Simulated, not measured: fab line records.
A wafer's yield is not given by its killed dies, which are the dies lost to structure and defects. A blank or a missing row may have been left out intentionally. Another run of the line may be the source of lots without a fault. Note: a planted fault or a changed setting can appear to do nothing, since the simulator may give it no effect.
A lot that was struck, set against a sound lot	flow gf180mcu	18 steps out of a route of 602
Sound: these wafers, L765.2, L765.5, L765.6. Struck: wafers L769.2, L769.4, L769.5. Last of all comes the cause.
At each step with rows: each side's tool, then ch and its chambers, then its first start. Under that, the readings that differ: sound wafers	struck wafers	difference of the means	sigmas: that difference in standard deviations of wafers without a fault.
alike: a reading whose means differ by less than 2 such deviations, as well as words and numbers matching on both sides. not compared: withheld readings; readings where some wafer has no value; bounds like >300 that might hide an equal value; numbers whose values overlap and for which the record gives no deviation.
The two part at a step that has a row with sigmas, a row that says differs or no value, or rows on one side only. Numbers that don't overlap but have no deviation are shown without sigmas and don't part them. A reading that every wafer of one side lacks parts them only if that side has two wafers or more.

first, 2 steps without rows for these wafers: GF_VT_IMPLANT_PEB_27; GF_VT_IMPLANT_DEVELOP_28 (develop time 60 s).
GF_VT_IMPLANT_OVL_MEAS_29:
  sound on overlay-02, day 8 22:11; struck on overlay-02, day 10 01:25
  alike: VT_IMPLANT_02_OVL
next, for these wafers, 1 step has no rows: GF_VT_IMPLANT_IMPLANT_30.
GF_VT_IMPLANT_STRIP_31: strips in O2/N2.
  sound on plasmaAsher-03 ch 0,1, day 8 22:22; struck on plasmaAsher-03 ch 1, day 10 01:35
  alike: drypumpMotorCurrentA, heaterPowerW, oesProductAu, stripTimeToEndpointS
  not compared: rfHoursCounterH
GF_VT_IMPLANT_TW_MEAS_32:
  sound on filmMetro-03, day 8 22:28; struck on filmMetro-03, day 10 01:42
  alike: VT_IMPLANT_3_TW
then, 6 steps without rows for these wafers: GF_VT_IMPLANT_DEHYDRATE_33 (time 60 s); GF_VT_IMPLANT_HMDS_34 (prime time 60 s); GF_VT_IMPLANT_COAT_35 (resist thk 1000 nm); GF_VT_IMPLANT_SOFTBAKE_36 (time 60 s); GF_VT_IMPLANT_EXPOSE_37 (exposes mask Nwell HV AREA, target cd 860 nm); GF_VT_IMPLANT_PEB_38.
GF_VT_IMPLANT_DEVELOP_39: develop time 60 s.
  sound on lithoTrack-03 ch 0, day 9 15:21; struck on lithoTrack-02 ch 0, day 10 18:49
GF_VT_IMPLANT_OVL_MEAS_40:
  sound on overlay-01, day 9 15:29; struck on overlay-02, day 10 18:56
reading	sound	struck	difference	sigmas
VT_IMPLANT_03_OVL (nm)	0.3 -1.2 -0.8	- - -	no value on the struck wafers	
next, for these wafers, 1 step has no rows: GF_VT_IMPLANT_IMPLANT_41.
GF_VT_IMPLANT_STRIP_42: strips in O2/N2.
  sound on plasmaAsher-03 ch 0,1, day 9 15:40; struck on plasmaAsher-02 ch 1, day 10 19:07
reading	sound	struck	difference	sigmas
drypumpMotorCurrentA (A)	6.11 6.11 5.75	5.61 5.61 5.63	-0.37	-2
oesProductAu (a.u.)	0.708 0.714 0.711	0.721 0.718 0.724	+0.010	+2
  alike: heaterPowerW, stripTimeToEndpointS
  not compared: rfHoursCounterH
GF_VT_IMPLANT_TW_MEAS_43:
  sound on filmMetro-03, day 9 15:46; struck on filmMetro-02, day 10 19:31
reading	sound	struck	difference	sigmas
VT_IMPLANT_4_TW	694 691 689	30 30 30	-661	-99 or more
  not compared: hold
next, for these wafers, 1 step has no rows: GF_PASSIVATION_PROBE_99.

WHERE THEY PART
First at GF_VT_IMPLANT_OVL_MEAS_40; last, within this record, at GF_VT_IMPLANT_TW_MEAS_43.

WHY: what had been put in by the simulator
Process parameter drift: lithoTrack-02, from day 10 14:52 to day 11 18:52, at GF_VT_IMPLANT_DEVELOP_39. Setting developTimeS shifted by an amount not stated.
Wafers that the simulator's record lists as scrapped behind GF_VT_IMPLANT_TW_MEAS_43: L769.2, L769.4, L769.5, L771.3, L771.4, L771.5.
